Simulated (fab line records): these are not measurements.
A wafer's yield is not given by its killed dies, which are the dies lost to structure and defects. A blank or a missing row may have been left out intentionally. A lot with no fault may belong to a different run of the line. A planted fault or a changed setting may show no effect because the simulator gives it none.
Chamber matching	flow sky130	SKY_LI_CONTACT_CMP_24 on cmp-02: 4 sister chambers
The step polishes, stops on PSG, t overpolish 20 s, target thk 0 nm. 14 wafers are shown with their chamber, then 6 later ones without.

== WAFERS WITH THEIR CHAMBER ==
wafer	chamber	motor_current_A (A)	time_to_endpoint_s (s)	overpolish_run_s (s)
L765.1	1	13.9	92	19.992
L765.4	2	9.9	95	19.981
L765.6	3	8.9	100	19.989
L767.1	3	9.4	100	20.002
L767.2	1	13.3	98	19.969
L767.6	1	13.6	97	19.994
L766.2	0	12.9	95	19.992
L766.4	2	10.4	95	19.987
L766.5	1	13.1	96	20.000
L771.2	0	11.6	91	19.995
L771.3	3	9.5	97	20.000
L774.1	0	12.7	97	19.991
L774.2	1	13.1	92	19.993
L774.3	2	9.9	96	20.007

SIGNATURES (means of the wafers above)
reading	chamber 0	chamber 1	chamber 2	chamber 3	scatter within a chamber
motor_current_A	12.400	13.400	10.067	9.267	0.428
time_to_endpoint_s	94.33	95.00	95.33	99.00	2.39
overpolish_run_s	19.99267	19.98960	19.99167	19.99700	0.0102
Rule: a wafer lies at a distance from a chamber equal to the root of the sum of squares, over the readings, of (its reading less the chamber's mean, divided by the reading's scatter). The wafer belongs to the nearest chamber; if the next one is less than 2 further off, it can't be placed. The scatter: take each reading less its chamber's mean, square it, sum over the shown wafers, divide by the number of wafers less the number of chambers, and take the root.

== WAFERS WITH NO CHAMBER GIVEN ==
wafer	motor_current_A (A)	time_to_endpoint_s (s)	overpolish_run_s (s)
L775.1	12.8	95	19.992
L775.3	9.1	99	20.008
L775.6	12.5	93	20.003
L784.2	13.1	91	19.998
L784.3	9.4	93	19.984
L784.5	10.0	88	20.005

== WHICH CHAMBER EACH ONE RAN IN ==
wafer	from the rows above	in truth
L775.1	can't be placed: 0 or 1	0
L775.3	3	3
L775.6	can't be placed: 0 or 1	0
L784.2	can't be placed: 1 or 0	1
L784.3	can't be placed: 2 or 3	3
L784.5	can't be placed: 2 or 3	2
Placed correctly: 1 of 6. Can't be placed from these rows: 5 (the true chamber is among the candidates in 5). Number placed wrongly: 0.
